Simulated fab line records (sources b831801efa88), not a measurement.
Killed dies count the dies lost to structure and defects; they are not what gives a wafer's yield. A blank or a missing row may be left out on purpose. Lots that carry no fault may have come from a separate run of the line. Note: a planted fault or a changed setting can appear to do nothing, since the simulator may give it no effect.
A struck lot beside a sound one -- flow sky130 -- 43 out of 708 route steps
Sound: wafers L709.2, L709.3, L709.5. Wafers struck: L724.1, L724.3, L724.5. Last of all comes the cause.
Per side, at each step with rows, come the tool, then ch with its chambers, and then its first start. Under that, the readings that differ: sound wafers -- struck wafers -- difference of the means -- sigmas: that difference in standard deviations of wafers without a fault.
alike: same words and numbers on both sides, and readings whose means sit less than 2 such deviations apart. not compared: any withheld reading, any reading some wafer has no value for, any bound like >300 that may hide the same value, and any number with overlapping values for which the record gives no deviation.
The two part at a step that has a row with sigmas, a row that says differs or no value, or rows on one side only. When numbers do not overlap yet have no deviation, they are printed without sigmas and do not part them. A reading missing from all wafers of one side parts the sides only when that side holds two or more wafers.

first, 8 steps without rows for these wafers: SKY_VIA1_DEHYDRATE_04 (time 60 s); SKY_VIA1_HMDS_05 (prime time 60 s); SKY_VIA1_COAT_06 (resist thk 60 nm); SKY_VIA1_COAT_07 (resist thk 450 nm); SKY_VIA1_SOFTBAKE_08 (time 90 s); SKY_VIA1_EXPOSE_09 (exposes mask VIM, target cd 150 nm); SKY_VIA1_PEB_10; SKY_VIA1_DEVELOP_11 (develop time 60 s).
SKY_VIA1_CD_MEAS_12 targets a cd of 150 nm.
  sound: cd-sem-02 at day 36 21:44; struck: cd-sem-02 at day 40 19:51
reading,sound,struck,difference,sigmas
cd-nm (nm),149.4 150.7 149.9,153.5 153.2 154.6,+3.8,+2
SKY_VIA1_OVL_MEAS_13:
  sound: overlay-02 at day 36 21:50; struck: overlay-02 at day 40 19:58
  alike: VIA1_OVL
then, 1 step without rows for these wafers: SKY_VIA1_ETCH_14 (etches BARC in N2/H2, stops on SiO2, time 45.9 s, target depth 60 nm).
SKY_VIA1_ETCH_15: etches SiO2 in C4F8/O2/Ar, stops on TiN, target depth 351 nm, time 54 s.
  sound on rie-diel-01 ch 0,1, day 36 21:55; struck on rie-diel-01 ch 2,3, day 40 20:03
  alike: oes-product-au
  not compared: rf-hours-counter-h
SKY_VIA1_STRIP_16: strips in O2/N2.
  sound on plasma-asher-04 ch 0,1, day 36 21:58; struck on plasma-asher-02 ch 0,1, day 40 20:06
  alike: drypump-motor-current-A, oes-product-au, strip-time-to-endpoint-s
  not compared: rf-hours-counter-h
then, 5 steps without rows for these wafers: SKY_VIA1_STRIP_17 (strips in post etch residue remover, time 1200 s); SKY_VIA1_CLEAN_18 (cleans in IPA, time 180 s); SKY_VIA1_CLEAN_19 (cleans in O3/DIW); SKY_VIA1_SPUTTER_20 (material TiN, target thk 20 nm, time 80 s); SKY_VIA1_CVD_21 (deposits W, target thk 270 nm, time 80.902 s).
SKY_VIA1_RS_MEAS_22: the measuring method here is four-point-probe.
  sound: film-metro-03 at day 36 22:45; struck: film-metro-02 at day 40 20:51
  alike: VIA1_W_RS
SKY_VIA1_THK_MEAS_23: measures by xrf.
  sound: film-metro-03 at day 36 22:52; struck: film-metro-02 at day 40 20:58
  alike: VIA1_W_THK
SKY_VIA1_CMP_24: polishes, stops on SiO2, t overpolish 15 s, target thk 0 nm.
  sound on cmp-01 ch 0,1,3, day 36 22:55; struck on cmp-02 ch 1,3, day 40 21:05
  alike: motor-current-A, overpolish-run-s, time-to-endpoint-s
SKY_METAL2_SPUTTER_00: material Ti, target thk 15 nm, time 10 s.
  sound: pvd-sputter-04 at day 36 23:13; struck: pvd-sputter-04 at day 40 21:20
  alike: throttle-valve-pct
SKY_METAL2_SPUTTER_01: material TiN, target thk 20 nm, time 16.7 s.
  sound: pvd-sputter-04 at day 36 23:14; struck: pvd-sputter-04 at day 40 21:21
  alike: throttle-valve-pct
then, 1 step without rows for these wafers: SKY_METAL2_SPUTTER_02 (material AlCu, target thk 250 nm, time 13.3 s).
SKY_METAL2_SPUTTER_03: material Ti, target thk 5 nm, time 3.3 s.
  sound: pvd-sputter-04 at day 36 23:17; struck: pvd-sputter-04 at day 40 21:24
  alike: throttle-valve-pct
then, 1 step without rows for these wafers: SKY_METAL2_SPUTTER_04 (material TiN, target thk 70 nm, time 58.3 s).
SKY_METAL2_RS_MEAS_05: the measuring method here is four-point-probe.
  sound: film-metro-03 at day 36 23:22; struck: film-metro-01 at day 40 21:28
  alike: METAL2_ALCU_RS
SKY_METAL2_THK_MEAS_06: measures by xrf.
  sound: film-metro-03 at day 36 23:29; struck: film-metro-01 at day 40 21:35
  alike: METAL2_ALCU_THK
then, 8 steps without rows for these wafers: SKY_METAL2_DEHYDRATE_07 (time 60 s); SKY_METAL2_HMDS_08 (prime time 60 s); SKY_METAL2_COAT_09 (resist thk 60 nm); SKY_METAL2_COAT_10 (resist thk 450 nm); SKY_METAL2_SOFTBAKE_11 (time 90 s); SKY_METAL2_EXPOSE_12 (exposes mask MM2, target cd 140 nm); SKY_METAL2_PEB_13; SKY_METAL2_DEVELOP_14 (develop time 60 s).
SKY_METAL2_CD_MEAS_15 targets a cd of 140 nm.
  sound: cd-sem-01 at day 38 00:38; struck: cd-sem-01 at day 41 20:43
reading,sound,struck,difference,sigmas
cd-nm (nm),137.1 135.6 139.5,141.3 142.0 141.7,+4.3,+2
SKY_METAL2_OVL_MEAS_16:
  sound: overlay-01 at day 38 00:44; struck: overlay-02 at day 41 20:50
  alike: METAL2_OVL
then, 4 steps without rows for these wafers: SKY_METAL2_DESCUM_17 (chemistry O2, time 8 s); SKY_METAL2_ETCH_18 (etches BARC in N2/H2, stops on SiO2, time 45.9 s, target depth 60 nm); SKY_METAL2_METAL_ETCH_19 (etches the open film in Cl2/BCl3, stops on SiO2, target depth 360 nm, time 78 s); SKY_METAL2_STRIP_20 (strips in O2/N2).
-- the record jumps here: 9 days lie between the struck wafers' starts before and after (it left off in module METAL2 and takes up again in module PAD_OPEN, whose first step shown is number 708 of the route) --
SKY_PAD_OPEN_PROBE_99:
  sound: prober-02 at day 48 00:31; struck: prober-02 at day 50 21:52
reading,sound,struck,difference,sigmas
defect-limited-yield (%),84.3 87.8 84.6,75.4 76.0 74.0,-10.4,-5
killed_at_M0_to_M3,38 31 48,83 79 87,+44,+6
killed-dies,77 60 76,121 118 128,+51,+6
sort_bin_3_pad_short (%),0 0.8 0.4,2.6 1.8 3.3,+2.2,+5
sort_bin_5_function (%),8.5 7.3 8.5,15.7 14.6 15.7,+7.2,+5
sort-n-pass,415 432 416,371 374 364,-51,-6
sort-yield-pct (%),84.3 87.8 84.6,75.4 76.0 74.0,-10.4,-5
model.etest.tester.sort-n-pass,415 432 416,371 374 364,-51,
model.etest.tester.sort-yield-pct (%),84.35 87.8 84.55,75.41 76.02 73.98,-10.43,
model.etest.tester.sort_bin_5_pct (%),8.537 7.317 8.537,15.65 14.63 15.65,+7.18,
model.etest.tester.sort_bin_3_pct (%),0 0.813 0.4065,2.642 1.829 3.252,+2.168,
  alike: killed_at_M4_up, killed-at-contacts, killed-at-front-end, killed-at-other, killed-open, killed-short, sort_bin_6_memory

## WHERE THEY PART
Earliest at SKY_VIA1_CD_MEAS_12; latest, in this record, at SKY_PAD_OPEN_PROBE_99.

WHY: what the simulator had put in
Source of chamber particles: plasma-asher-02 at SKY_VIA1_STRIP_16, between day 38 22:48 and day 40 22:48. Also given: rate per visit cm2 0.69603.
